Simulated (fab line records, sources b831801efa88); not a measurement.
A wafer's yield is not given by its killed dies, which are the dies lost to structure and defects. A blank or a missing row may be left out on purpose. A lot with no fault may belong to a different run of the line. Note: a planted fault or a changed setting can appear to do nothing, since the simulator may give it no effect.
Problem report in the 8D (eight disciplines) form, filled by code || flow sky130 || the parts of the form that need people (team, actions taken, sign-off) are left out

## 1. WHAT WENT WRONG
Mean of strip-time-to-endpoint-s at SKY_VIA2_STRIP_16: 3.531 s across 2 wafers in 2 lots; on wafers with no fault it is 4.053 s (standard deviation 0.022). Measured from the usual mean, that is -24 standard deviations.
The step: strips in O2/N2.
Seen first at day 40 05:00 on plasma-asher-03, wafer L433.2. At this step, 35 wafers from 12 lots have a number in the record. Rule for "out" (also "out of limits"): further than 4 standard deviations from the usual mean. Any other wafer with a number is counted as sound.

## 2. WHAT IT IS, WHAT IT ISN'T
{"question": "which readings at this step", "is": "strip-time-to-endpoint-s, oes-product-au", "is not": "drypump-motor-current-A"}
{"question": "which lots", "is": "L433, L437", "is not": "L421, L422, L423, L425, L426, L427, L430, L431, L443, L444"}
{"question": "which wafers of those lots", "is": "L433.2, L437.2", "is not": "L433.3, L433.6, L437.4"}
{"question": "read on which tools", "is": "plasma-asher-03, plasma-asher-04", "is not": "plasma-asher-01"}
{"question": "when", "is": "from day 40 05:00", "is not": "up to then (26 sound wafers); but 7 sound wafers of L437, L443, L444 came after"}

## 3. THE SUSPECTS, EACH WITH WHAT RULES IT OUT
Counting: if a tool at a process step up to the reading ran every lot that is out, it stays a suspect. Sound lots after the first of them don't rule it out here, since some wafers of a struck lot are sound.
- rie-diel-01 at SKY_VIA2_ETCH_15 (etches SiO2 in C4F8/O2/Ar, stops on TiN, target depth 546 nm, time 84 s): kept. Every lot that is out went through it, the first being L433 (day 40 04:56); the last sound lot it ran before that was L430 (day 39 04:05).
Left after counting: rie-diel-01 at SKY_VIA2_ETCH_15.

## 4. THE CAUSE (what the simulator had put in)
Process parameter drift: rie-diel-01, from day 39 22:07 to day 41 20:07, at SKY_VIA2_ETCH_15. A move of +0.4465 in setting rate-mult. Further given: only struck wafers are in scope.
After counting, this tool was the only one left.

## 5. SEQUENCE OF EFFECTS, ordered by route
Each row: a reading where the mean over the struck wafers with a number is more than 3 standard deviations away from the usual. Only readings for which the record gives a usual standard deviation are gone through. hours: the time from each lot's start at the first step in this table that gives one to its start at this step, as a median over the lots. sigmas: the change in usual standard deviations.
{"hours": 0, "step": "SKY_VIA2_STRIP_16", "reading": "oes-product-au", "usual": "0.399 a.u.", "on struck wafers": 0.374, "change": -0.025, "sigmas": -5.7}
{"hours": 0, "step": "SKY_VIA2_STRIP_16", "reading": "strip-time-to-endpoint-s", "usual": "4.053 s", "on struck wafers": 3.531, "change": -0.522, "sigmas": -24}
{"hours": 201, "step": "SKY_PAD_OPEN_PROBE_99", "reading": "killed-at-front-end", "usual": 15, "on struck wafers": 30, "change": "+15", "sigmas": "+3.5"}
It contains these process steps:
- SKY_VIA2_STRIP_16: strips in O2/N2.
- SKY_PAD_OPEN_PROBE_99
Later measuring or inspecting steps at which every struck wafer that the step has a row for has a number for every such reading, and none has moved that far: SKY_VIA2_THK_MEAS_23.

## 6. HOW IT WOULD HAVE BEEN CAUGHT EARLIER
In this record the first reading out of limits was taken at day 40 05:00, 7 hours after the fault began at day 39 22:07.
Of the tool readings at SKY_VIA2_ETCH_15 for which the record gives a usual standard deviation, none was out on any struck wafer, so an alarm limit of 4 standard deviations on them would not have fired.
Among the 2 lots that are out, L437 began SKY_VIA2_ETCH_15 on rie-diel-01 after day 40 05:00. A hold on the tool at that time would have spared it.
